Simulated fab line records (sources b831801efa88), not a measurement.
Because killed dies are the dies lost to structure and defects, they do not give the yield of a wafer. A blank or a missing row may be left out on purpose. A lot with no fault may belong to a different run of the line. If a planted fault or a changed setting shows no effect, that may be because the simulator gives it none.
fab line records	flow sky130
record: lots: 24	wafers: 72	lastDay: 50
route steps=708 shown PWDE@84 VT_ADJUST_NCORE@127 SONOS_ONO@183 SD_N@350 LOCAL_INTERCONNECT@400 VIA2@528
lots that met no fault: from a run of the same line without faults
startH: hours from the record's first day to the start of the lot's first wafer shown	waitH: how many hours have passed since the lot's step before this one	" repeats the value in the row above	L1.1+2: a row that stands for several wafers	- either no value or no given start	* or withheld: withheld	< > ~ a bound
route shown NAME@n: a module of which the file shows steps, and the number in the route of the first	usual: mean and standard deviation over wafers with no fault	same: alike in all rows	chamber/n: place in a boat	sites: readings site by site	_std_site: their standard deviation	_edge_site: outer sites' mean less inner sites'	radiusMm: how far each site lies from the wafer's centre	mask NAME#n: copy n	behind: the most recent tool/chamber to have shaped the wafer	hold: why the lot was held/for how many hours/how that ended	device: whichever transistor did not switch (one of n, p or np)	end of line: the tests these same wafers got at the end of their route	where a step has no rows: the recipe by itself	killed: dies that structure and defects cost at the first sort, which is not the same as the wafer's yield	map: dies across one wafer; x = killed, . = not, _ = none there
set.NAME: the setting as run; set.NAME@STEP: as run at that earlier step	model.NAME: the simulator's own value behind a step, which no gauge read
one table for each step of the route and one row for each wafer, over a sample of lots
services: when a tool's chamber went out of use (startH, in hours from the record's first day, below 0 if earlier), for how many hours, and the reason
== steps ==
step: SKY_NWELL_RS_MEAS_31
recipe: thkMeasGauge: four-point-probe
usual: PWDE_RS: 5346/18
lot.wafer	tool	chamber	startH	waitH	PWDE_RS[ohm/sq]
L074.1	filmMetro-04	-	109.11	0.1	5343
L074.4	"	-	"	"	5327
L074.6	"	-	"	"	5336
L075.3	filmMetro-04	-	109.91	0.1	5357
L075.5	"	-	"	"	5338
L075.6	"	-	"	"	5343
L076.4	filmMetro-02	-	115.72	0.1	5345
L076.5	"	-	"	"	5346
L076.6	"	-	"	"	5344
L077.1	filmMetro-04	-	122.01	0.1	5327
L077.4	"	-	"	"	5316
L077.6	"	-	"	"	5319
L078.2	filmMetro-04	-	128.28	0.1	5358
L078.5	"	-	"	"	5347
L078.6	"	-	"	"	5375
L079.2	filmMetro-04	-	131.33	0.1	5366
L079.3	"	-	"	"	5352
L079.4	"	-	"	"	5380
L080.1	filmMetro-04	-	139.31	0.1	5335
L080.3	"	-	"	"	5331
L080.5	"	-	"	"	5358
L081.1	filmMetro-03	-	147.91	0.1	5366
L081.4	"	-	"	"	5354
L081.5	"	-	"	"	5354
L082.1	filmMetro-04	-	159.41	0.1	5337
L082.5	"	-	"	"	5338
L082.6	"	-	"	"	5339
L084.2	filmMetro-02	-	162.08	0.1	5352
L084.5	"	-	"	"	5351
L084.6	"	-	"	"	5345
L083.1	filmMetro-02	-	162.62	0.1	5343
L083.3	"	-	"	"	5322
L083.6	"	-	"	"	5349
L085.1	filmMetro-03	-	167.26	0.1	5346
L085.4	"	-	"	"	5354
L085.6	"	-	"	"	5357
L086.4	filmMetro-04	-	177.83	0.1	5343
L086.5	"	-	"	"	5343
L086.6	"	-	"	"	5348
L087.1	filmMetro-03	-	184.01	0.1	5307
L087.2	"	-	"	"	5305
L087.6	"	-	"	"	5320
L088.2	filmMetro-04	-	194.69	0.1	5349
L088.5	"	-	"	"	5377
L088.6	"	-	"	"	5386
L089.3	filmMetro-03	-	198.95	0.1	5346
L089.4	"	-	"	"	5326
L089.6	"	-	"	"	5323
L090.1	filmMetro-04	-	204.91	0.1	5374
L090.2	"	-	"	"	5382
L090.4	"	-	"	"	5369
L091.4	filmMetro-04	-	209.23	0.1	5328
L091.5	"	-	"	"	5337
L091.6	"	-	"	"	5322
L092.2	filmMetro-02	-	215.63	0.1	5324
L092.5	"	-	"	"	5337
L092.6	"	-	"	"	5349
L093.1	filmMetro-04	-	221.96	0.1	5330
L093.4	"	-	"	"	5344
L093.5	"	-	"	"	5336
L094.1	filmMetro-03	-	232.11	0.1	5339
L094.3	"	-	"	"	5350
L094.6	"	-	"	"	5363
L095.1	filmMetro-02	-	238.37	0.1	5371
L095.3	"	-	"	"	5381
L095.5	"	-	"	"	5359
L096.2	filmMetro-03	-	242.04	0.1	5329
L096.4	"	-	"	"	5347
L096.6	"	-	"	"	5333
L097.2	filmMetro-03	-	243.64	0.1	5346
L097.3	"	-	"	"	5351
L097.6	"	-	"	"	5360
step: SKY_VT_ADJUST_NCORE_OVL_MEAS_08
usual: VT_ADJUST_NCORE_OVL: -0.2/1.3
lot.wafer	tool	chamber	startH	waitH	VT_ADJUST_NCORE_OVL[nm]
L074.1	overlay-02	-	187.84	0.1	0.2
L074.4	"	-	"	"	-1.1
L074.6	"	-	"	"	0.6
L075.3	overlay-02	-	188.86	0.1	1.9
L075.5	"	-	"	"	4.2
L075.6	"	-	"	"	2.7
L076.4	overlay-02	-	196.21	0.1	-0.9
L076.5	"	-	"	"	-2.1
L076.6	"	-	"	"	-3.0
L077.1	overlay-02	-	204.79	0.1	-2.3
L077.4	"	-	"	"	-0.7
L077.6	"	-	"	"	0.1
L078.2	overlay-02	-	211.30	0.1	-1.1
L078.5	"	-	"	"	-0.6
L078.6	"	-	"	"	-1.4
L079.2	overlay-02	-	214.71	0.1	-0.8
L079.3	"	-	"	"	0.1
L079.4	"	-	"	"	-0.2
L080.1	overlay-02	-	224.34	0.1	-1.8
L080.3	"	-	"	"	-1.6
L080.5	"	-	"	"	-1.8
L081.1	overlay-01	-	235.30	0.1	0.7
L081.4	"	-	"	"	0.6
L081.5	"	-	"	"	0.6
L082.1	overlay-01	-	247.60	0.1	-0.3
L082.5	"	-	"	"	0.1
L082.6	"	-	"	"	0.2
L084.2	overlay-02	-	251.55	0.1	2.2
L084.5	"	-	"	"	2.9
L084.6	"	-	"	"	0.5
L083.1	overlay-02	-	253.85	0.1	1.8
L083.3	"	-	"	"	0.8
L083.6	"	-	"	"	0.7
L085.1	overlay-02	-	257.55	0.1	-0.1
L085.4	"	-	"	"	-0.2
L085.6	"	-	"	"	-0.7
L086.4	overlay-01	-	268.86	0.1	-3.0
L086.5	"	-	"	"	-3.0
L086.6	"	-	"	"	-1.6
L087.1	overlay-02	-	276.20	0.1	-0.1
L087.2	"	-	"	"	-1.1
L087.6	"	-	"	"	-2.7
L088.2	overlay-02	-	289.26	0.1	-0.7
L088.5	"	-	"	"	-0.5
L088.6	"	-	"	"	0.1
L089.3	overlay-01	-	294.81	0.1	-0.5
L089.4	"	-	"	"	-1.6
L089.6	"	-	"	"	-1.6
L090.1	overlay-01	-	300.25	0.1	-0.8
L090.2	"	-	"	"	-1.0
L090.4	"	-	"	"	0.0
L091.4	overlay-02	-	304.46	0.1	-1.3
L091.5	"	-	"	"	0.7
L091.6	"	-	"	"	1.5
L092.2	overlay-01	-	310.20	0.1	1.2
L092.5	"	-	"	"	-0.6
L092.6	"	-	"	"	0.0
L093.1	overlay-01	-	320.40	0.1	-0.3
L093.4	"	-	"	"	-0.8
L093.5	"	-	"	"	1.2
L094.1	overlay-01	-	332.00	0.1	1.1
L094.3	"	-	"	"	1.4
L094.6	"	-	"	"	0.6
L095.1	overlay-02	-	338.55	0.1	-1.6
L095.3	"	-	"	"	-1.5
L095.5	"	-	"	"	-2.3
L096.2	overlay-02	-	342.00	0.1	-0.4
L096.4	"	-	"	"	0.5
L096.6	"	-	"	"	1.0
L097.2	overlay-02	-	345.45	0.1	-0.6
L097.3	"	-	"	"	0.4
L097.6	"	-	"	"	-0.5
step: SKY_SONOS_ONO_ETCH_15
recipe: targetDepthNm: 19.52	chemistry: CHF3/O2	sourceW: 617.7	biasW: 200	pressureMtorr: 40	chf3FlowSccm: 50	O2_flow_sccm: 5	timeS: 7.8
usual: drypumpMotorCurrentA: 5.5/0.41	oesProductAu: 1.001/0.012	throttleValvePct: 8.827/0.0098
lot.wafer	tool	chamber	startH	waitH	drypumpMotorCurrentA	oesProductAu	rfHoursCounterH	throttleValvePct
L074.1	rieDiel-04	1	286.14	0.0	5.7	0.992	105	8.826
L074.4	"	2	"	"	5.1	0.999	129	8.826
L074.6	"	1	"	"	5.7	0.997	-	8.848
L075.3	rieDiel-03	0	289.23	0.0	4.9	0.989	61	8.832
L075.5	"	0	"	"	4.9	0.991	-	8.805
L075.6	"	3	"	"	5.9	1.006	-	8.822
L076.4	rieDiel-04	0	295.14	0.0	5.5	1.001	-	8.811
L076.5	"	1	"	"	5.7	0.986	-	8.819
L076.6	"	3	"	"	5.8	0.980	-	8.816
L077.1	rieDiel-03	3	306.03	0.0	5.9	1.009	2	8.836
L077.4	"	2	"	"	5.6	0.988	79	8.818
L077.6	"	3	"	"	5.9	1.000	-	8.810
L078.2	rieDiel-03	1	315.49	0.0	5.0	1.004	9	8.825
L078.5	"	3	"	"	5.9	1.009	-	8.821
L078.6	"	0	"	"	4.9	0.997	-	8.827
L079.2	rieDiel-04	1	315.79	0.0	5.7	0.989	106	8.836
L079.3	"	2	"	"	5.0	0.995	0	8.828
L079.4	"	3	"	"	5.8	0.976	73	8.811
L080.1	rieDiel-01	3	329.59	0.0	6.0	0.999	8	8.827
L080.3	"	0	"	"	5.4	1.011	0	8.829
L080.5	"	3	"	"	6.1	1.002	-	8.829
L081.1	rieDiel-01	1	339.18	0.0	5.3	0.991	17	8.816
L081.4	"	3	"	"	6.0	1.004	8	8.827
L081.5	"	3	"	"	6.0	1.010	-	8.837
L082.1	rieDiel-01	1	355.58	0.0	5.3	0.990	18	8.810
L082.5	"	2	"	"	6.2	1.014	-	8.838
L082.6	"	1	"	"	5.4	0.992	-	8.824
L084.2	rieDiel-04	3	360.73	0.0	5.7	0.991	74	8.828
L084.5	"	3	"	"	5.8	0.986	-	8.829
L084.6	"	2	"	"	5.0	1.017	-	8.841
L083.1	rieDiel-01	2	365.83	0.0	6.2	1.012	105	8.834
L083.3	"	3	"	"	6.0	1.001	9	8.831
L083.6	"	0	"	"	5.4	1.020	-	8.817
L085.1	rieDiel-03	2	368.28	0.0	5.5	0.986	81	8.819
L085.4	"	1	"	"	5.0	1.008	10	8.840
L085.6	"	0	"	"	4.9	0.995	-	8.827
L086.4	rieDiel-03	2	380.74	0.0	5.6	0.981	81	8.826
L086.5	"	0	"	"	4.9	1.000	-	8.817
L086.6	"	3	"	"	5.9	0.990	-	8.835
L087.1	rieDiel-03	0	389.43	0.0	4.9	0.996	63	8.839
L087.2	"	1	"	"	4.9	0.998	10	8.822
L087.6	"	3	"	"	5.9	1.002	-	8.843
L088.2	rieDiel-01	2	406.73	0.0	6.2	1.004	106	8.823
L088.5	"	2	"	"	6.2	1.003	-	8.828
L088.6	"	3	"	"	6.1	1.013	-	8.840
L089.3	rieDiel-03	1	414.03	0.0	4.9	1.013	11	8.830
L089.4	"	1	"	"	4.9	1.024	-	8.816
L089.6	"	3	"	"	5.9	1.009	-	8.838
L090.1	rieDiel-01	1	419.34	0.0	5.4	1.014	19	8.817
L090.2	"	0	"	"	5.4	1.030	2	8.823
L090.4	"	1	"	"	5.3	0.995	-	8.832
L091.4	rieDiel-04	3	429.64	0.0	5.8	0.980	-	8.831
L091.5	"	0	"	"	5.5	1.004	-	8.846
L091.6	"	2	"	"	5.0	1.013	-	8.837
L092.2	rieDiel-03	2	431.22	0.0	5.6	0.995	82	8.822
L092.5	"	2	"	"	5.5	0.999	-	8.828
L092.6	"	1	"	"	5.0	0.995	-	8.823
L093.1	rieDiel-03	0	443.18	0.0	4.9	1.005	64	8.823
L093.4	"	1	"	"	4.9	1.000	11	8.829
L093.5	"	2	"	"	5.6	0.996	-	8.825
L094.1	rieDiel-01	2	460.44	0.0	6.1	1.003	0	8.830
L094.3	"	1	"	"	5.4	0.996	20	8.834
L094.6	"	3	"	"	6.0	0.993	-	8.822
L095.1	rieDiel-01	1	461.64	0.0	5.4	1.010	20	8.838
L095.3	"	2	"	"	6.2	1.006	0	8.823
L095.5	"	2	"	"	6.2	1.006	-	8.807
L096.2	rieDiel-03	0	465.33	0.0	4.9	0.998	64	8.826
L096.4	"	1	"	"	4.9	1.018	12	8.828
L096.6	"	3	"	"	5.9	1.015	-	8.820
L097.2	rieDiel-01	1	470.29	0.0	5.4	1.000	20	8.829
L097.3	"	2	"	"	6.2	1.010	1	8.834
L097.6	"	0	"	"	5.4	1.018	-	8.826
step: SKY_SD_N_OVL_MEAS_08
usual: SD_N_OVL: 0.4/1.2
lot.wafer	tool	chamber	startH	waitH	SD_N_OVL[nm]
L074.1	overlay-01	-	647.49	0.1	0.0
L074.4	"	-	"	"	0.9
L074.6	"	-	"	"	-0.2
L075.3	overlay-02	-	652.06	0.1	-0.5
L075.5	"	-	"	"	0.0
L075.6	"	-	"	"	0.4
L076.4	overlay-02	-	658.46	0.1	2.8
L076.5	"	-	"	"	0.7
L076.6	"	-	"	"	-0.2
L077.1	overlay-01	-	676.75	0.1	0.0
L077.4	"	-	"	"	-0.1
L077.6	"	-	"	"	0.4
L079.2	overlay-01	-	679.64	0.1	0.9
L079.3	"	-	"	"	1.0
L079.4	"	-	"	"	2.1
L078.2	overlay-01	-	684.60	0.1	0.4
L078.5	"	-	"	"	-0.1
L078.6	"	-	"	"	0.7
L080.1	overlay-02	-	706.26	9.7	0.5
L080.3	"	-	"	"	1.2
L080.5	"	-	"	"	1.0
L081.1	overlay-01	-	706.94	2.2	0.0
L081.4	"	-	"	"	1.0
L081.5	"	-	"	"	1.1
L082.1	overlay-01	-	718.70	0.1	-0.8
L082.5	"	-	"	"	1.9
L082.6	"	-	"	"	1.3
L083.1	overlay-02	-	719.60	0.1	0.5
L083.3	"	-	"	"	0.0
L083.6	"	-	"	"	0.2
L085.1	overlay-02	-	720.79	0.1	2.7
L085.4	"	-	"	"	2.9
L085.6	"	-	"	"	3.0
L084.2	overlay-02	-	731.93	0.1	-0.6
L084.5	"	-	"	"	-1.6
L084.6	"	-	"	"	-1.7
L086.4	overlay-01	-	751.93	0.1	1.8
L086.5	"	-	"	"	0.1
L086.6	"	-	"	"	-0.4
L087.1	overlay-02	-	756.19	0.1	1.1
L087.2	"	-	"	"	1.4
L087.6	"	-	"	"	2.4
L088.2	overlay-01	-	774.07	0.1	0.7
L088.5	"	-	"	"	-0.5
L088.6	"	-	"	"	-1.6
L090.1	overlay-01	-	778.15	0.1	-0.1
L090.2	"	-	"	"	-1.3
L090.4	"	-	"	"	-0.8
L089.3	overlay-01	-	778.46	0.1	-0.1
L089.4	"	-	"	"	0.1
L089.6	"	-	"	"	2.8
L091.4	overlay-02	-	781.61	0.1	0.2
L091.5	"	-	"	"	-0.9
L091.6	"	-	"	"	0.4
L092.2	overlay-02	-	785.46	0.1	0.2
L092.5	"	-	"	"	1.9
L092.6	"	-	"	"	2.9
L093.1	overlay-01	-	811.74	0.1	-0.1
L093.4	"	-	"	"	-0.7
L093.5	"	-	"	"	-0.4
L094.1	overlay-01	-	815.90	0.1	-0.1
L094.3	"	-	"	"	-0.2
L094.6	"	-	"	"	1.5
L095.1	overlay-01	-	817.14	0.1	0.7
L095.3	"	-	"	"	2.5
L095.5	"	-	"	"	1.9
L096.2	overlay-02	-	821.41	0.1	-1.0
L096.4	"	-	"	"	0.4
L096.6	"	-	"	"	1.1
L097.2	overlay-02	-	822.01	0.1	1.4
L097.3	"	-	"	"	-0.6
L097.6	"	-	"	"	-0.5
step: SKY_LOCAL_INTERCONNECT_ETCH_13
recipe: chemistry: N2/H2	target: BARC	ionEnergyEv: 200	biasW: 100	pressureMtorr: 30	n2FlowSccm: 100	h2FlowSccm: 200	icpW: 500	stopOn: SiO2	timeS: 45.9	targetDepthA: 600
usual: drypumpMotorCurrentA: 5.9/0.52	h2FlowSccm: 199.9/0.65	heBacksideLeakSccm: 3.4/0.39	n2FlowSccm: 100.05/0.27	oesProductAu: 0.854/0.0046	throttleValvePct: 13.224/0.0089
lot.wafer	tool	chamber	startH	waitH	drypumpMotorCurrentA	h2FlowSccm	heBacksideLeakSccm	n2FlowSccm	oesProductAu	rfHoursCounterH	throttleValvePct
L074.1	rieMetal-03	1	707.05	0.0	6.0	199.2	3.4	99.75	0.855	16	13.212
L074.4	"	1	"	"	6.0	199.4	3.4	100.06	0.856	-	13.213
L074.6	"	0	"	"	5.1	199.7	3.1	100.36	0.859	-	13.212
L075.3	rieMetal-01	1	707.28	0.0	5.7	200.5	3.6	100.34	0.846	-	13.213
L075.5	"	0	"	"	5.9	198.8	3.7	99.70	0.854	-	13.238
L075.6	"	1	"	"	5.7	199.0	3.6	100.01	0.850	-	13.237
L076.4	rieMetal-02	1	727.74	0.1	5.8	200.6	3.1	99.59	0.852	-	13.228
L076.5	"	1	"	"	5.8	201.6	3.1	100.33	0.850	-	13.213
L076.6	"	1	"	"	5.8	200.3	3.2	99.68	0.846	-	13.231
L077.1	rieMetal-03	0	731.84	0.0	5.1	199.8	2.9	100.23	0.856	4	13.235
L077.4	"	0	"	"	5.1	199.9	3.0	100.02	0.859	-	13.224
L077.6	"	0	"	"	5.1	200.0	3.0	100.02	0.859	-	13.230
L079.2	rieMetal-02	0	732.32	0.0	6.8	200.9	3.4	100.12	0.848	0	13.219
L079.3	"	1	"	"	5.8	200.0	3.0	100.23	0.851	-	13.235
L079.4	"	0	"	"	6.8	199.9	3.4	100.26	0.856	-	13.233
L078.2	rieMetal-02	1	736.28	0.0	5.7	200.4	3.0	99.64	0.840	16	13.229
L078.5	"	0	"	"	6.7	200.7	3.6	100.30	0.855	-	13.213
L078.6	"	1	"	"	5.8	200.6	3.1	99.83	0.855	-	13.223
L080.1	rieMetal-02	0	763.34	0.0	6.8	199.8	3.5	99.47	0.856	1	13.227
L080.3	"	0	"	"	6.8	199.9	3.4	99.50	0.853	-	13.219
L080.5	"	0	"	"	6.8	200.2	3.4	99.60	0.853	-	13.206
L081.1	rieMetal-02	0	767.68	0.0	6.8	200.5	3.5	99.77	0.854	3	13.232
L081.4	"	0	"	"	6.8	200.6	3.6	99.95	0.853	-	13.221
L081.5	"	0	"	"	6.8	200.6	3.5	100.19	0.853	-	13.210
L082.1	rieMetal-03	1	775.12	0.0	6.0	199.1	3.4	99.96	0.869	1	13.221
L082.5	"	0	"	"	5.1	200.1	3.1	100.31	0.857	-	13.236
L082.6	"	1	"	"	6.0	199.6	3.1	99.86	0.864	-	13.230
L083.1	rieMetal-01	1	775.47	0.0	5.7	199.9	3.5	99.96	0.852	13	13.214
L083.3	"	0	"	"	5.9	199.4	3.6	100.04	0.846	-	13.232
L083.6	"	0	"	"	5.9	199.8	3.6	100.01	0.858	-	13.225
L085.1	rieMetal-02	1	777.13	0.0	5.8	201.1	3.2	99.97	0.861	16	13.222
L085.4	"	1	"	"	5.8	201.8	3.1	100.08	0.858	-	13.218
L085.6	"	0	"	"	6.8	199.9	3.4	99.88	0.856	-	13.228
L084.2	rieMetal-03	0	788.62	0.0	5.1	199.2	2.9	100.08	0.853	7	13.232
L084.5	"	0	"	"	5.1	200.4	3.2	100.17	0.859	-	13.222
L084.6	"	1	"	"	6.0	199.9	3.5	100.30	0.851	-	13.221
L086.4	rieMetal-02	0	806.90	0.0	6.8	199.7	3.4	100.14	0.856	-	13.209
L086.5	"	0	"	"	6.8	199.4	3.4	99.76	0.861	-	13.220
L086.6	"	1	"	"	5.8	199.4	3.1	100.16	0.851	-	13.222
L087.1	rieMetal-01	1	813.63	0.0	5.8	199.8	3.5	99.79	0.846	14	13.230
L087.2	"	0	"	"	5.9	199.8	3.6	99.84	0.862	7	13.224
L087.6	"	1	"	"	5.8	199.6	3.5	99.58	0.846	-	13.215
L088.2	rieMetal-01	0	830.02	0.0	5.9	199.6	3.7	99.72	0.848	8	13.218
L088.5	"	0	"	"	5.9	200.0	3.6	99.54	0.854	-	13.222
L088.6	"	1	"	"	5.7	200.7	3.6	100.09	0.856	-	13.229
L090.1	rieMetal-03	1	834.14	0.0	6.0	200.3	3.7	99.80	0.852	4	13.232
L090.2	"	0	"	"	5.1	201.0	3.1	100.22	0.860	9	13.227
L090.4	"	0	"	"	5.1	201.2	3.2	100.49	0.858	-	13.211
L089.3	rieMetal-02	1	835.60	0.0	5.8	200.0	3.0	100.33	0.853	-	13.221
L089.4	"	0	"	"	6.8	200.1	3.6	100.71	0.866	-	13.220
L089.6	"	0	"	"	6.7	199.9	3.5	100.39	0.856	-	13.223
L091.4	rieMetal-01	0	837.30	0.0	5.9	200.4	3.8	100.46	0.857	-	13.216
L091.5	"	0	"	"	5.9	199.4	3.8	100.32	0.855	-	13.229
L091.6	"	1	"	"	5.7	199.9	3.4	100.35	0.854	-	13.218
L092.2	rieMetal-03	1	841.03	0.0	6.0	199.2	3.3	99.60	0.848	4	13.225
L092.5	"	1	"	"	6.0	199.5	3.5	99.85	0.859	-	13.237
L092.6	"	0	"	"	5.1	199.6	3.1	99.81	0.847	-	13.206
L093.1	rieMetal-01	0	866.88	0.0	5.9	198.8	3.6	100.33	0.850	9	13.223
L093.4	"	0	"	"	5.9	199.8	3.6	100.19	0.852	-	13.244
L093.5	"	0	"	"	5.9	199.8	3.6	99.92	0.857	-	13.219
L094.1	rieMetal-02	1	871.43	0.0	5.8	200.0	3.1	99.89	0.849	3	13.219
L094.3	"	0	"	"	6.8	199.8	3.4	100.06	0.859	-	13.235
L094.6	"	0	"	"	6.8	199.8	3.4	100.35	0.858	-	13.239
L095.1	rieMetal-03	1	872.43	0.0	6.0	198.9	3.7	100.29	0.854	5	13.227
L095.3	"	0	"	"	5.1	199.7	3.1	100.04	0.859	-	13.218
L095.5	"	1	"	"	6.0	198.5	3.6	99.91	0.858	-	13.225
L096.2	rieMetal-01	0	876.41	0.0	5.9	200.0	3.6	100.12	0.858	-	13.224
L096.4	"	0	"	"	5.9	199.5	3.5	100.25	0.857	-	13.224
L096.6	"	0	"	"	5.9	199.7	3.3	99.83	0.858	-	13.234
L097.2	rieMetal-01	0	877.85	0.0	5.9	199.8	3.7	99.91	0.852	-	13.235
L097.3	"	0	"	"	5.9	198.9	3.7	100.10	0.860	-	13.223
L097.6	"	0	"	"	5.9	199.8	3.7	100.11	0.853	-	13.228
step: SKY_VIA2_CVD_21
recipe: material: W	targetThkNm: 420	timeS: 126.4	tempC: 400	pressureTorr: 40
usual: heaterPowerW: 840/31
lot.wafer	tool	chamber	startH	waitH	heaterPowerW
L074.1	cvdW-01	0	851.25	0.0	809
L074.4	"	1	"	"	885
L074.6	"	1	"	"	880
L075.3	cvdW-02	0	852.82	0.1	878
L075.5	"	1	"	"	838
L075.6	"	0	"	"	881
L076.4	cvdW-02	1	871.12	0.1	825
L076.5	"	0	"	"	850
L076.6	"	1	"	"	860
L077.1	cvdW-02	0	873.38	0.0	860
L077.4	"	0	"	"	874
L077.6	"	1	"	"	834
L079.2	cvdW-02	0	874.34	0.0	871
L079.3	"	0	"	"	850
L079.4	"	1	"	"	821
L078.2	cvdW-02	0	879.49	0.0	848
L078.5	"	1	"	"	832
L078.6	"	0	"	"	851
L080.1	cvdW-02	1	901.54	0.0	843
L080.3	"	0	"	"	887
L080.5	"	0	"	"	851
L081.1	cvdW-02	0	907.84	0.0	878
L081.4	"	1	"	"	846
L081.5	"	1	"	"	852
L082.1	cvdW-02	0	911.52	0.0	892
L082.5	"	0	"	"	873
L082.6	"	1	"	"	836
L083.1	cvdW-02	0	911.98	0.0	887
L083.3	"	1	"	"	841
L083.6	"	0	"	"	869
L085.1	cvdW-02	1	912.29	0.0	836
L085.4	"	0	"	"	868
L085.6	"	1	"	"	840
L084.2	cvdW-02	1	925.74	0.0	810
L084.5	"	0	"	"	868
L084.6	"	1	"	"	846
L086.4	cvdW-02	1	940.82	0.1	838
L086.5	"	0	"	"	880
L086.6	"	1	"	"	828
L087.1	cvdW-01	1	949.12	0.0	819
L087.2	"	0	"	"	798
L087.6	"	0	"	"	793
L088.2	cvdW-02	0	962.62	0.0	882
L088.5	"	1	"	"	833
L088.6	"	0	"	"	866
L090.1	cvdW-02	0	966.19	0.0	884
L090.2	"	1	"	"	829
L090.4	"	0	"	"	866
L089.3	cvdW-02	0	968.14	0.1	862
L089.4	"	1	"	"	841
L089.6	"	0	"	"	866
L091.4	cvdW-02	0	972.37	0.1	872
L091.5	"	0	"	"	861
L091.6	"	1	"	"	845
L092.2	cvdW-01	1	973.47	0.0	803
L092.5	"	0	"	"	781
L092.6	"	1	"	"	797
L093.1	cvdW-02	1	998.42	0.0	836
L093.4	"	1	"	"	852
L093.5	"	0	"	"	870
L095.1	cvdW-01	1	1001.13	0.0	799
L095.3	"	0	"	"	786
L095.5	"	0	"	"	805
L094.1	cvdW-01	1	1001.79	0.0	794
L094.3	"	0	"	"	778
L094.6	"	1	"	"	806
L096.2	cvdW-01	0	1006.74	0.0	779
L096.4	"	0	"	"	786
L096.6	"	0	"	"	788
L097.2	cvdW-02	1	1008.30	0.0	851
L097.3	"	1	"	"	836
L097.6	"	1	"	"	829
== services ==
tool	chamber	startH	hours	kind
rieDiel-03	-	267.31	2.8	pm
rieMetal-02	-	278.50	0.6	repair
rieDiel-03	3	278.60	7.2	repair
rieDiel-01	3	345.11	9.5	repair
rieDiel-01	-	381.46	0.2	repair
cvdW-02	-	390.00	14.0	pm
rieDiel-03	0	409.05	6.1	repair
rieDiel-01	3	418.23	10.0	repair
rieDiel-01	0	425.17	6.8	repair
rieDiel-03	0	488.34	3.5	repair
cvdW-02	-	490.86	2.8	pm
rieDiel-03	0	503.66	13.3	repair
rieDiel-03	-	531.28	0.7	repair
rieDiel-01	3	537.59	36.1	repair
rieDiel-03	1	567.94	2.8	repair
cvdW-02	0	572.71	2.0	repair
rieDiel-03	2	579.16	5.4	repair
rieDiel-03	0	597.45	3.6	repair
rieMetal-02	0	600.08	13.8	repair
cvdW-02	0	617.05	4.4	repair
rieDiel-03	-	669.25	14.6	pm
rieDiel-03	2	728.26	7.5	repair
cvdW-02	-	918.00	6.0	pm
rieDiel-03	-	973.50	1.0	repair
== key ==
fault none
